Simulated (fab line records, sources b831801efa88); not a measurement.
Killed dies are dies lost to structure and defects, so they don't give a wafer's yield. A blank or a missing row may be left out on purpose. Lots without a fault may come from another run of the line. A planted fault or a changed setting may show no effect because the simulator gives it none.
Which tool did it? | flow gf180mcu | 24 lots, 72 wafers sampled, at 3 steps of a route of 602

WHAT THE GAUGES READ, wafer by wafer
GF_MIM_RS_MEAS_10: measures by four-point-probe. Usual: MIM_ALCU_RS 0.1612 ohm/sq, standard deviation 0.0016.
lot  | measured     | on            | MIM_ALCU_RS (ohm/sq) | flag
L074 | day 24 09:17 | film_metro-04 | 0.1607 0.1600 0.1600 |
L075 | day 24 13:21 | film_metro-04 | 0.1609 0.1627 0.1638 |
L076 | day 25 03:06 | film_metro-04 | 0.1593 0.1586 0.1583 |
L077 | day 25 14:38 | film_metro-01 | 0.1578 0.1590 0.1589 |
L078 | day 26 00:43 | film_metro-01 | 0.1623 0.1606 0.1610 |
L079 | day 26 05:47 | film_metro-03 | 0.1607 0.1625 0.1617 |
L081 | day 26 22:05 | film_metro-03 | 0.1611 0.1620 0.1621 |
L080 | day 27 01:22 | film_metro-01 | 0.1625 0.1624 0.1615 |
L082 | day 27 09:13 | film_metro-01 | 0.1597 0.1608 0.1607 |
L083 | day 27 12:46 | film_metro-01 | 0.1628 0.1630 0.1630 |
L084 | day 28 00:31 | film_metro-04 | 0.1627 0.1617 0.1620 |
L085 | day 28 04:17 | film_metro-03 | 0.1601 0.1591 0.1594 |
L086 | day 28 09:16 | film_metro-01 | 0.1626 0.1625 0.1607 |
L087 | day 28 21:45 | film_metro-01 | 0.1611 0.1626 0.1610 |
L088 | day 29 01:43 | film_metro-01 | 0.1600 0.1618 0.1610 |
L089 | day 29 07:10 | film_metro-04 | 0.1606 0.1597 0.1609 |
L090 | day 29 16:31 | film_metro-01 | 0.1593 0.1594 0.1594 |
L091 | day 29 18:53 | film_metro-01 | 0.1598 0.1620 0.1615 |
L092 | day 30 02:23 | film_metro-04 | 0.1645 0.1630 0.1627 |
L093 | day 30 07:06 | film_metro-01 | 0.1613 0.1615 0.1618 |
L094 | day 30 15:29 | film_metro-04 | 0.1612 0.1591 0.1621 |
L095 | day 31 00:44 | film_metro-03 | 0.1615 0.1615 0.1624 |
L096 | day 31 04:32 | film_metro-03 | 0.1608 0.1585 0.1594 |
L097 | day 31 07:46 | film_metro-01 | 0.1638 0.1647 0.1649 |

GF_MIM_THK_MEAS_11: measures by xrf. Usual: MIM_ALCU_THK 199.2 nm, standard deviation 2.
lot  | measured     | on            | MIM_ALCU_THK (nm) | flag
L074 | day 24 09:25 | film_metro-04 | 200.7 202.1 202.0 |
L075 | day 24 13:28 | film_metro-04 | 200.9 198.4 197.4 |
L076 | day 25 03:13 | film_metro-04 | 201.7 203.1 203.1 |
L077 | day 25 14:44 | film_metro-01 | 202.2 201.2 200.2 |
L078 | day 26 00:50 | film_metro-01 | 198.6 199.6 198.6 |
L079 | day 26 05:53 | film_metro-03 | 199.3 197.3 197.7 |
L081 | day 26 22:12 | film_metro-03 | 198.6 197.5 198.3 |
L080 | day 27 01:29 | film_metro-01 | 197.9 197.8 199.2 |
L082 | day 27 09:20 | film_metro-01 | 200.2 199.5 200.6 |
L083 | day 27 12:52 | film_metro-01 | 197.7 197.8 197.3 |
L084 | day 28 00:38 | film_metro-04 | 199.1 200.2 199.7 |
L085 | day 28 04:23 | film_metro-03 | 199.1 200.5 199.4 |
L086 | day 28 09:22 | film_metro-01 | 198.0 197.8 200.1 |
L087 | day 28 21:51 | film_metro-01 | 200.8 198.4 199.5 |
L088 | day 29 01:49 | film_metro-01 | 200.1 198.4 199.6 |
L089 | day 29 07:17 | film_metro-04 | 201.2 203.0 200.7 |
L090 | day 29 16:38 | film_metro-01 | 200.4 201.5 201.2 |
L091 | day 29 19:00 | film_metro-01 | 199.5 197.0 197.0 |
L092 | day 30 02:30 | film_metro-04 | 194.3 197.7 197.3 |
L093 | day 30 07:13 | film_metro-01 | 200.4 198.8 200.2 |
L094 | day 30 15:34 | film_metro-04 | 199.1 201.3 198.8 |
L095 | day 31 00:52 | film_metro-03 | 198.1 196.7 196.6 |
L096 | day 31 04:39 | film_metro-03 | 197.8 200.2 198.9 |
L097 | day 31 07:53 | film_metro-01 | 196.2 195.1 195.5 |

WHICH TOOL RAN EACH LOT (tool, then ch and the chambers of the sampled wafers, then the start)
lot  | GF_V4_CVD_02
L074 | pecvd-03 ch 0,2, day 23 08:20
L075 | pecvd-04 ch 0,2, day 23 13:13
L076 | pecvd-03 ch 0,2, day 24 02:46
L077 | pecvd-04 ch 1,2, day 24 14:54
L078 | pecvd-04 ch 0,1,2, day 25 01:28
L079 | pecvd-03 ch 1,2, day 25 06:25
L081 | pecvd-02 ch 0,1,2, day 25 22:31
L080 | pecvd-04 ch 1,2, day 26 01:21
L082 | pecvd-02 ch 0,2, day 26 10:00
L083 | pecvd-04 ch 1,2, day 26 13:53
L084 | pecvd-04 ch 0,2, day 27 01:56
L085 | pecvd-03 ch 1,2, day 27 06:10
L086 | pecvd-04 ch 0,2, day 27 11:36
L087 | pecvd-03 ch 0,1, day 27 22:58
L088 | pecvd-03 ch 0,1, day 28 03:52
L089 | pecvd-04 ch 0,2, day 28 09:22
L090 | pecvd-03 ch 0,1, day 28 18:17
L091 | pecvd-04 ch 0,1,2, day 28 21:41
L092 | pecvd-03 ch 0,1,2, day 29 04:06
L093 | pecvd-03 ch 0,2, day 29 09:44
L094 | pecvd-02 ch 0,1,2, day 29 18:16
L095 | pecvd-03 ch 0,1, day 30 04:20
L096 | pecvd-03 ch 0,1,2, day 30 08:29
L097 | pecvd-02 ch 1,2, day 30 11:23
- GF_V4_CVD_02: deposits SiO2 from TEOS, target thk 850 nm, time 94.851 s.

WHAT THE TOOLS THEMSELVES READ (means of the sampled wafers that have a number; where no wafer has one, the mark that the record gives instead)
GF_V4_CVD_02. Usual: heater_power_w 684 W, standard deviation 71.
lot  | tool     | heater_power_w (W) | flag
L074 | pecvd-03 | 654                |
L075 | pecvd-04 | 703                |
L076 | pecvd-03 | 662                |
L077 | pecvd-04 | 735                |
L078 | pecvd-04 | 751                |
L079 | pecvd-03 | 629                |
L081 | pecvd-02 | 711                |
L080 | pecvd-04 | 781                |
L082 | pecvd-02 | 662                |
L083 | pecvd-04 | 751                |
L084 | pecvd-04 | 698                |
L085 | pecvd-03 | 681                |
L086 | pecvd-04 | 681                |
L087 | pecvd-03 | 597                |
L088 | pecvd-03 | 612                |
L089 | pecvd-04 | 656                |
L090 | pecvd-03 | 672                |
L091 | pecvd-04 | 686                |
L092 | pecvd-03 | 642                |
L093 | pecvd-03 | 665                |
L094 | pecvd-02 | 684                |
L095 | pecvd-03 | 655                |
L096 | pecvd-03 | 643                |
L097 | pecvd-02 | 654                |

THE ANSWER, worked out from the rows above alone
Rule: a lot is off if the mean of its wafers that have a number lies more than 3 standard deviations from the usual mean. A lot without any number at a reading at which 4 lots or more have one is off too. The other lots that the step has rows for count as sound. The gauges are gone through in route order, then the tools' own readings, and for those a lot's mean is taken as printed above. The first step at which some lot is off is used, and at that step the reading that is off furthest; a lot without a number counts as furthest.
No lot is off at any reading shown: from this, nothing can be told.

WHAT THE SIMULATOR HAD PUT IN
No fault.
